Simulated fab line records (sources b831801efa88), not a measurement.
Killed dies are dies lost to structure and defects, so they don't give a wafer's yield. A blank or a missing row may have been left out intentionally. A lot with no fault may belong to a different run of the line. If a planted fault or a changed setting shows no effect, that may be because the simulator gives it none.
2 desks looking at one fault	flow gf180mcu	numbers are kept per desk, each desk with only its own; the story behind them comes last

== AT THE METROLOGY DESK ==
What the gauges read for every lot (on any tool): the sampled wafers with a number, averaged. Any lot whose mean is over 4 standard deviations away from the usual mean is out of limits and marked OUT; that distance is given in the brackets.
Columns: A = VT_IMPLANT_3_TW at GF_VT_IMPLANT_TW_MEAS_32, usual 269.7; B = PSD_OVL at GF_PSD_OVL_MEAS_08, usual 0.8 nm; C = NSD_RS at GF_PSD_RS_MEAS_14, usual 46.12 ohm/sq; D = PSD_RS at GF_PSD_RS_MEAS_15, usual 108.50 ohm/sq; E = V1_W_RS at GF_V1_RS_MEAS_24, usual 0.326 ohm/sq
lot	first seen here	A	B	C	D	E
L208	day 6 23:04	268.0	1.7	46.14	108.52	0.318
L209	day 7 05:13	265.9	-0.1	46.10	108.35	0.330
L211	day 7 16:59	265.4	1.6	45.94	107.99	0.327
L214	day 8 15:13	272.1	1.4	46.08	108.51	0.333
L218	day 9 16:17	274.5	0.1	43.67 (-27) OUT	101.14 (-26) OUT	0.327
L219	day 9 20:05	267.4	-0.3	43.86 (-25) OUT	101.43 (-25) OUT	0.330
L224	day 11 04:48	269.7	1.6	46.06	108.46	0.326
L225	day 11 11:49	273.7	1.5	46.02	108.42	0.325
L226	day 11 19:08	265.9	-1.1	46.05	108.25	0.324
L227	day 12 01:50	268.7	2.6	46.08	108.42	0.324
L228	day 12 08:29	269.7	1.1	46.23	108.83	0.321
L230	day 12 20:58	268.5	1.0	46.11	108.13	0.324
L231	day 13 01:20	267.5	-1.4	46.18	108.54	0.327
This desk reports L218, L219 out of limits; the earliest was L218 at day 17 18:57 (NSD_RS at GF_PSD_RS_MEAS_14). L208, L209, L211, L214, L224, L225, L226, L227, L228, L230, L231 stayed within limits.

== FOR THE TOOL OWNER'S DESK: rtp-anneal-01 ==
At GF_PSD_RTA_13 (time 20 s), the tool's own readings, given per lot that ran on this tool as the mean of the sampled wafers with a number. Any lot whose mean is over 4 standard deviations away from the usual mean is out of limits and marked OUT; that distance is given in the brackets.
Columns: A = lamp-power-pct at GF_PSD_RTA_13, usual 31.4 %; B = wafer_temp_C_max at GF_PSD_RTA_13, usual 1030.0
lot	first seen here	A	B
L209	day 14 10:42	34.5	1031.7
L214	day 16 10:19	34.5	1030.8
L218	day 17 18:52	36.0	1030.9
L219	day 18 00:31	36.0	1030.3
L226	day 20 19:32	34.5	1030.7
L228	day 21 10:19	34.5	1030.9
L230	day 22 03:23	34.5	1031.0
L231	day 22 04:41	34.5	1031.0
This desk's finding: nothing out of limits on any of the 8 lots.

== BROUGHT TOGETHER ==
An alarm was possible from the metrology desk at day 17 18:57, on L218, L219.
Nothing out of limits was seen by the tool owner's desk.
On record at the tool owner's desk: L218, L219, within its limits.
Every lot named ran GF_PSD_RTA_13 on rtp-anneal-01.

== WHAT WAS PUT IN BY THE SIMULATOR ==
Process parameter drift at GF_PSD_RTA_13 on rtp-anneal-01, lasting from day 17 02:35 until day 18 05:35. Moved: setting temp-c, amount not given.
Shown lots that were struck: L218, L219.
Delay in hours, fault start to first out-of-limits reading, per desk: metrology desk 16.
